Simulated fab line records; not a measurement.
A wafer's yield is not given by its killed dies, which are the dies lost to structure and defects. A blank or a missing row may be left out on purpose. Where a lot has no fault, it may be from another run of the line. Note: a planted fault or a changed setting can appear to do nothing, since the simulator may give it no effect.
Matching of chambers + flow sky130 + SKY_CAP2M_CVD_00 on pecvd-04: 3 sister chambers
The step deposits SiO2, target thk 15.5 nm. 6 wafers are shown with their chamber, then 9 later ones without.

## EACH WAFER AND ITS CHAMBER
| wafer  | chamber | heater-power-w (W) |
|--------|---------|--------------------|
| L087.6 | 1       | 588                |
| L088.2 | 0       | 612                |
| L088.6 | 2       | 664                |
| L090.1 | 0       | 620                |
| L090.3 | 1       | 580                |
| L090.5 | 2       | 640                |

## WAFERS WHOSE CHAMBER IS MISSING
| wafer  | heater-power-w (W) |
|--------|--------------------|
| L094.2 | 714                |
| L094.5 | 712                |
| L094.6 | 709                |
| L096.1 | 726                |
| L096.2 | 560                |
| L096.6 | 580                |
| L097.1 | 608                |
| L097.5 | 741                |
| L097.6 | 608                |

## THE CHAMBER EACH PASSED THROUGH
| wafer  | from the rows above     | in truth                   |
|--------|-------------------------|----------------------------|
| L094.2 | 2                       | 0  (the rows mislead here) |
| L094.5 | 2                       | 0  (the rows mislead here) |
| L094.6 | 2                       | 2                          |
| L096.1 | 2                       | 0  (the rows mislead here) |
| L096.2 | 1                       | 1                          |
| L096.6 | 1                       | 1                          |
| L097.1 | can't be placed: 0 or 1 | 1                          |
| L097.5 | 2                       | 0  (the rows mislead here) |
| L097.6 | can't be placed: 0 or 1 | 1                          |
Placed correctly: 3 of 9. Unplaceable from these rows: 2, with the true chamber sitting among the candidates in 2. Wrongly placed: 4.
How it was worked out, from the rows above alone: a wafer's distance from a chamber is the root of the sum, over the readings, of the square of ((its reading less the chamber's mean) divided by the reading's scatter). If the next closest chamber is less than 2 further off than the closest, the wafer can't be placed; otherwise it belongs to the closest. Each chamber's mean is taken over the wafers shown for it. The scatter: take each reading less its chamber's mean, square it, sum over the shown wafers, divide by the number of wafers less the number of chambers, and take the root.
